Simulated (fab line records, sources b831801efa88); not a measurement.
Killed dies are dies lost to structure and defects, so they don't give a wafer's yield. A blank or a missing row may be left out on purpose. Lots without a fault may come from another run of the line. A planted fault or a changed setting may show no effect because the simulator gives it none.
Chamber matching | flow sky130 | SKY_VIA3_ETCH_15 on rie_diel-01: 4 sister chambers
The step etches SiO2 in C4F8/O2/Ar, stops on TiN, target depth 507 nm, time 78 s. 8 wafers are shown with their chamber, then 12 later ones without.

WAFERS WITH THEIR CHAMBER
wafer  | chamber | oes_product_au (a.u.)
L086.4 | 2       | 0.944
L088.6 | 0       | 0.941
L089.6 | 3       | 0.950
L091.5 | 0       | 0.945
L091.6 | 1       | 0.953
L092.1 | 1       | 0.941
L092.2 | 2       | 0.950
L092.3 | 3       | 0.942

WAFERS WITHOUT THEIR CHAMBER
wafer  | oes_product_au (a.u.)
L092.4 | 0.948
L092.5 | 0.954
L092.6 | 0.951
L095.1 | 0.948
L095.2 | 0.943
L095.5 | 0.934
L094.3 | 0.944
L094.4 | 0.944
L094.5 | 0.941
L097.1 | 0.942
L097.3 | 0.943
L097.4 | 0.950

WHICH CHAMBER EACH WENT THROUGH
wafer  | from the rows above               | in truth
L092.4 | can't be placed: 1 or 2 or 3 or 0 | 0
L092.5 | can't be placed: 1 or 2 or 3 or 0 | 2
L092.6 | can't be placed: 1 or 2 or 3 or 0 | 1
L095.1 | can't be placed: 1 or 2 or 3 or 0 | 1
L095.2 | can't be placed: 0 or 3 or 1 or 2 | 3
L095.5 | can't be placed: 0 or 3 or 1 or 2 | 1
L094.3 | can't be placed: 0 or 3 or 1 or 2 | 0
L094.4 | can't be placed: 0 or 3 or 1 or 2 | 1
L094.5 | can't be placed: 0 or 3 or 1 or 2 | 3
L097.1 | can't be placed: 0 or 3 or 1 or 2 | 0
L097.3 | can't be placed: 0 or 3 or 1 or 2 | 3
L097.4 | can't be placed: 1 or 2 or 3 or 0 | 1
Placed correctly: 0 of 12. Can't be placed from these rows: 12 (the true chamber is among the candidates in 12). Placed wrongly: 0.
How it was worked out, from the rows above alone: a wafer's distance from a chamber is the root of the sum, over the readings, of the square of ((its reading less the chamber's mean) divided by the reading's scatter). The wafer belongs to the nearest chamber; if the next one is less than 2 further off, it can't be placed. A chamber's mean is the mean of its shown wafers. The scatter: the root of (the sum of the squares of (reading less its chamber's mean) over the shown wafers, divided by (wafers less chambers)).
